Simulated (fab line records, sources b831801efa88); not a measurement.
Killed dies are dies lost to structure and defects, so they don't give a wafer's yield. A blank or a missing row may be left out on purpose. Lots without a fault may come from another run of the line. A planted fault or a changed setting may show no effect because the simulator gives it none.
A struck lot beside a sound one | flow sfq_line | 21 steps out of a route of 325
Sound: wafers L814.1, L814.3, L814.5. Struck: wafers L823.1, L823.4, L823.6. The cause comes at the end.
At each step with rows: each side's tool, then ch and its chambers, then its first start. Under that, the readings that differ: sound wafers | struck wafers | difference of the means | sigmas: that difference in standard deviations of wafers without a fault.
alike: readings whose means differ by less than 2 such deviations, and words and numbers that are the same on both sides. not compared: withheld readings, readings that some wafer has no value for, bounds like >300 that may hide the same value, and numbers for which the record gives no deviation and whose values overlap.
The two part at a step that has a row with sigmas, a row that says differs or no value, or rows on one side only. Numbers that don't overlap but have no deviation are shown without sigmas and don't part them. A reading that every wafer of one side lacks parts them only if that side has two wafers or more.

first, 2 steps without rows for these wafers: SFQ_TRILAYER_M6_LITHO_PEB_162 (peb time 60 s); SFQ_TRILAYER_M6_LITHO_DEVELOP_161 (time 60 s).
SFQ_M6_OVL_MEAS_940:
  sound on overlay-01, day 73 01:58; struck on overlay-02, day 76 08:28
  alike: M6_OVL
SFQ_TRILAYER_M6_BARC_OPEN_METAL_ETCH_206: etches BARC in O2, target depth 125 nm, time 41.7 s.
  sound on rie_metal-02 ch 1, day 73 02:00; struck on rie_metal-02 ch 0, day 76 08:30
  reading                     | sound       | struck      | difference | sigmas
  drypump_motor_current_A (A) | 5.1 5.0 5.1 | 6.3 6.3 6.3 | +1.2       | +3
  alike: oes_product_au
  not compared: rf_hours_counter_h
SFQ_TRILAYER_M6_ETCH_METAL_ETCH_162: etches Nb in Cl2/Ar, stops on SiO2, target depth 240 nm, time 120 s.
  sound on rie_metal-02 ch 1, day 73 02:04; struck on rie_metal-02 ch 0, day 76 08:34
  reading                     | sound       | struck      | difference | sigmas
  drypump_motor_current_A (A) | 5.1 5.1 5.1 | 6.3 6.3 6.3 | +1.2       | +2
  alike: oes_product_au
  not compared: rf_hours_counter_h
then, 4 steps without rows for these wafers: SFQ_TRILAYER_M6_STRIP_STRIP_163 (strips in O2); SFQ_TRILAYER_M6_STRIP_SOLV_CLEAN_164 (cleans in NMP, time 600 s); SFQ_TRILAYER_I6_DEP_PECVD_165 (deposits SiO2 from SiH4/N2O, time 111.11 s, target thk 500 nm); SFQ_TRILAYER_I6_CMP_CMP_166 (polishes SiO2).
SFQ_I6_BOW_MEAS_941:
  sound on film_metro-03, day 73 06:02; struck on film_metro-01, day 76 18:14
  alike: I6_BOW
SFQ_TRILAYER_I6_METRO_MEASURE_167:
  sound on film_metro-03, day 73 06:10; struck on film_metro-01, day 76 18:21
  alike: thk_nm
then, 1 step without rows for these wafers: SFQ_TRILAYER_I6_VIA_LITHO_COAT_174 (resist thk 62 nm).
SFQ_TRILAYER_I6_VIA_LITHO_COAT_169: resist thk 650 nm.
  sound on litho_track-04 ch 0, day 73 07:40; struck on litho_track-04 ch 0, day 76 19:51
  reading                                                 | sound                | struck               | difference | sigmas
  spin_speed_rpm (rpm)                                    | 3003.4 3003.0 3001.6 | 2690.2 2692.7 2697.0 | -309.4     | -99 or more
  model.KrF_of_TRILAYER_I6_VIA_LITHO_COAT_169.thk_nm (nm) | 651.1 650.7 650.8    | 686.3 689 687.1      | +36.6      |
  alike: chill_plate_temp_C
then, 4 steps without rows for these wafers: SFQ_TRILAYER_I6_VIA_LITHO_SOFTBAKE_173; SFQ_TRILAYER_I6_VIA_LITHO_EXPOSE_170 (exposes mask I6, target cd 700 nm); SFQ_TRILAYER_I6_VIA_LITHO_PEB_172 (peb time 60 s); SFQ_TRILAYER_I6_VIA_LITHO_DEVELOP_171 (time 60 s).
-- the record jumps here: 4 days lie between the struck wafers' starts before and after --
SFQ_I6_OVL_MEAS_942:
  sound on overlay-02, day 77 19:16; struck on overlay-01, day 80 10:32
  alike: I6_OVL
SFQ_TRILAYER_I6_VIA_BARC_OPEN_VIA_ETCH_235: etches BARC in O2, target depth 125 nm, time 41.7 s.
  sound on rie_diel-04 ch 0,2,3, day 77 19:18; struck on rie_diel-04 ch 1,2,3, day 80 10:34
  alike: drypump_motor_current_A, oes_product_au
  not compared: rf_hours_counter_h
SFQ_TRILAYER_I6_VIA_ETCH_VIA_ETCH_172: etches SiO2 in CHF3, stops on Nb, target depth 260 nm.
  sound on rie_diel-04 ch 0,2,3, day 77 19:20; struck on rie_diel-04 ch 1,2,3, day 80 10:37
  reading                                                 | sound             | struck          | difference | sigmas
  model.KrF_of_TRILAYER_I6_VIA_LITHO_COAT_169.thk_nm (nm) | 529.5 528.3 529.1 | 564.5 566 566.7 | +36.8      |
  alike: drypump_motor_current_A, oes_product_au
SFQ_TRILAYER_I6_VIA_STRIP_STRIP_173: strips in O2.
  sound on rie_metal-04 ch 0,1, day 77 19:27; struck on rie_metal-02 ch 1, day 80 10:43
  reading                     | sound       | struck      | difference | sigmas
  drypump_motor_current_A (A) | 6.2 6.2 6.1 | 5.1 5.1 5.1 | -1.1       | -2
  alike: oes_product_au
  not compared: rf_hours_counter_h

WHERE THEY PART
First at SFQ_TRILAYER_M6_BARC_OPEN_METAL_ETCH_206; last, within this record, at SFQ_TRILAYER_I6_VIA_STRIP_STRIP_173.

WHY: what the simulator had put in
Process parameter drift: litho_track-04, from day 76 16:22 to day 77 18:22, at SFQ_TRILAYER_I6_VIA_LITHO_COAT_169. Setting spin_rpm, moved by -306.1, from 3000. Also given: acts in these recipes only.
